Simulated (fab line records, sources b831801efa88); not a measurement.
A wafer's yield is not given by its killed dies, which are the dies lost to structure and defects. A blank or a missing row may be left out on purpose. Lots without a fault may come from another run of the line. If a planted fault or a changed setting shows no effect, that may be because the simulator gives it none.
The same fault as seen by 2 desks / flow sky130 / only its own numbers are on each desk; what lay behind them is given at the end

## FROM THE METROLOGY DESK
What the gauges read, lot by lot, whatever tool the lot ran on: means of the sampled wafers that have a number. Marked OUT: a lot whose mean sits more than 4 standard deviations from the usual mean, which makes it out of limits; the brackets give that distance.
Columns: A = INCOMING_BOW at SKY_FIELD_ISO_BOW_MEAS_00, usual 0 um; B = NWELL_OXIDATION_THK at SKY_NWELL_THK_MEAS_02, usual 9.93 nm
lot=L626; first seen here=day 1 10:00; A=4; B=9.98
lot=L627; first seen here=day 1 15:04; A=1; B=9.87
lot=L628; first seen here=day 1 20:00; A=-5; B=9.86
lot=L629; first seen here=day 2 01:00; A=-5; B=9.89
lot=L637; first seen here=day 3 17:00; A=-5; B=5.95 (-18) OUT
lot=L638; first seen here=day 3 22:00; A=-3; B=5.76 (-19) OUT
lot=L642; first seen here=day 4 18:02; A=-5; B=10.02
lot=L644; first seen here=day 5 04:02; A=4; B=10.12
This desk finds L637, L638 out of limits, with the earliest case on L637 at day 4 19:50 (NWELL_OXIDATION_THK at SKY_NWELL_THK_MEAS_02). L626, L627, L628, L629, L642, L644 stayed within limits.

## THE TOOL OWNER'S DESK: furnace-02
The tool's own readings at SKY_NWELL_OXIDATION_01 (stabilise 600 s, purge 300 s, target thk 10 nm): means of the sampled wafers that have a number, for each lot that ran on this tool. Marked OUT: a lot whose mean sits more than 4 standard deviations from the usual mean, which makes it out of limits; the brackets give that distance. It has 10 readings, of which 7 appear: the earliest out of limits, and the ones furthest out on some lot.
Columns: A = spikeTcBottomC at SKY_NWELL_OXIDATION_01, usual 922.3 C; B = spikeTcCentreC at SKY_NWELL_OXIDATION_01, usual 900.9 C; C = spikeTcLowerC at SKY_NWELL_OXIDATION_01, usual 900.1 C; D = spikeTcTopC at SKY_NWELL_OXIDATION_01, usual 906.8 C; E = spikeTcUpperC at SKY_NWELL_OXIDATION_01, usual 901.0 C; F = tubeCenterTempC at SKY_NWELL_OXIDATION_01, usual 899.99 C; G = tube_center_temp_C_max at SKY_NWELL_OXIDATION_01, usual 902.3
lot=L627; first seen here=day 2 15:35; A=923.5; B=902.2; C=900.4; D=904.8; E=900.8; F=900.03; G=902.6
lot=L637; first seen here=day 4 18:27; A=878.0 (-25) OUT; B=856.3 (-41) OUT; C=855.5 (-41) OUT; D=861.9 (-22) OUT; E=855.6 (-32) OUT; F=855.35 (-99 or more) OUT; G=857.4 (-99 or more) OUT
lot=L638; first seen here=day 5 01:15; A=878.5 (-24) OUT; B=856.4 (-40) OUT; C=854.5 (-41) OUT; D=861.8 (-22) OUT; E=856.5 (-32) OUT; F=855.21 (-99 or more) OUT; G=857.6 (-99 or more) OUT
This desk finds L637, L638 out of limits, L637 being first, at day 4 18:27 (spikeTcBottomC at SKY_NWELL_OXIDATION_01). L627 stayed within limits.

## TAKEN TOGETHER
An alarm could have come from the tool owner's desk at day 4 18:27, on L637, L638.
L637, L638 would have let the metrology desk raise an alarm at day 4 19:50.
On furnace-02, each named lot ran SKY_NWELL_OXIDATION_01.

## WHAT THE SIMULATOR PUT IN
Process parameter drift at SKY_NWELL_OXIDATION_01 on furnace-02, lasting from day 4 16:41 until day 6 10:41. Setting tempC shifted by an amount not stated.
Struck lots among those shown: L637, L638.
Hours from the fault's start to each desk's first reading out of limits: the tool owner's desk, 2; the metrology desk, 3.
